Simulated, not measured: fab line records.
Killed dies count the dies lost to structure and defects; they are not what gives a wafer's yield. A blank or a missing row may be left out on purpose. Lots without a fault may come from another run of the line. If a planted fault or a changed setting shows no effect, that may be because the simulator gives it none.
One fault through the eyes of 2 desks ; flow sky130 ; each desk has only its own numbers; what lay behind them comes last

## METROLOGY DESK
Means of the sampled wafers that have a number, per lot and without regard to the tool the lot ran on: this is what the gauges read. Any lot whose mean is over 4 standard deviations away from the usual mean is out of limits and marked OUT; that distance is given in the brackets.
Columns: A = VIA3_W_RS at SKY_VIA3_RS_MEAS_22, usual 0.294 ohm/sq
lot;first seen here;A
L315;day 39 15:46;0.296
L316;day 39 23:52;0.299
L318;day 40 14:42;0.294
L319;day 41 06:38;0.296
L322;day 42 05:59;0.292
L321;day 42 09:34;0.294
L323;day 42 11:58;0.289
L324;day 42 18:46;0.294
L330;day 44 05:46;0.295
L331;day 44 14:44;0.296
L332;day 45 01:01;0.291
L336;day 45 18:30;0.298
Result from this desk: across the 12 lots, nothing is out of limits.

## THE TOOL OWNER'S DESK: cmp-02
The tool's own readings at SKY_VIA3_CMP_24 (polishes, stops on SiO2, t overpolish 20 s, target thk 0 nm): means of the sampled wafers that have a number, for each lot that ran on this tool. Any lot whose mean is over 4 standard deviations away from the usual mean is out of limits and marked OUT; that distance is given in the brackets.
Columns: A = motor current A at SKY_VIA3_CMP_24, usual 10.8 A; B = overpolish run s at SKY_VIA3_CMP_24, usual 19.999 s; C = time to endpoint s at SKY_VIA3_CMP_24, usual 92 s
lot;first seen here;A;B;C
L316;day 40 00:02;12.1;20.000;96
L318;day 40 14:59;10.8;19.999;97
L319;day 41 06:49;10.7;20.007;94
L322;day 42 06:12;10.5;20.007;94
L321;day 42 09:47;11.6;19.990;93
L330;day 44 05:56;11.4;19.992;93
L331;day 44 15:08;11.4;19.411 (-65) OUT;95
L332;day 45 01:16;11.0;19.415 (-64) OUT;96
This desk's finding: out of limits on L331, L332; first on L331, day 44 15:08 (overpolish run s at SKY_VIA3_CMP_24). Within limits: L316, L318, L319, L322, L321, L330.

## TAKEN TOGETHER
On L331, L332, at day 44 15:08, an alarm was possible from the tool owner's desk.
Metrology desk: nothing out of limits seen.
The metrology desk has L331, L332 on record, within its limits.
On cmp-02, each named lot ran SKY_VIA3_CMP_24.

## WHAT THE SIMULATOR HAD PUT IN
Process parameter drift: cmp-02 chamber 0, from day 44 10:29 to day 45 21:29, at SKY_VIA3_CMP_24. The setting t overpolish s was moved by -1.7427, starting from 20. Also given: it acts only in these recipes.
Struck lots among those shown: L331, L332.
How many hours passed from the start of the fault until each desk's first out-of-limits reading: the tool owner's desk, 5.
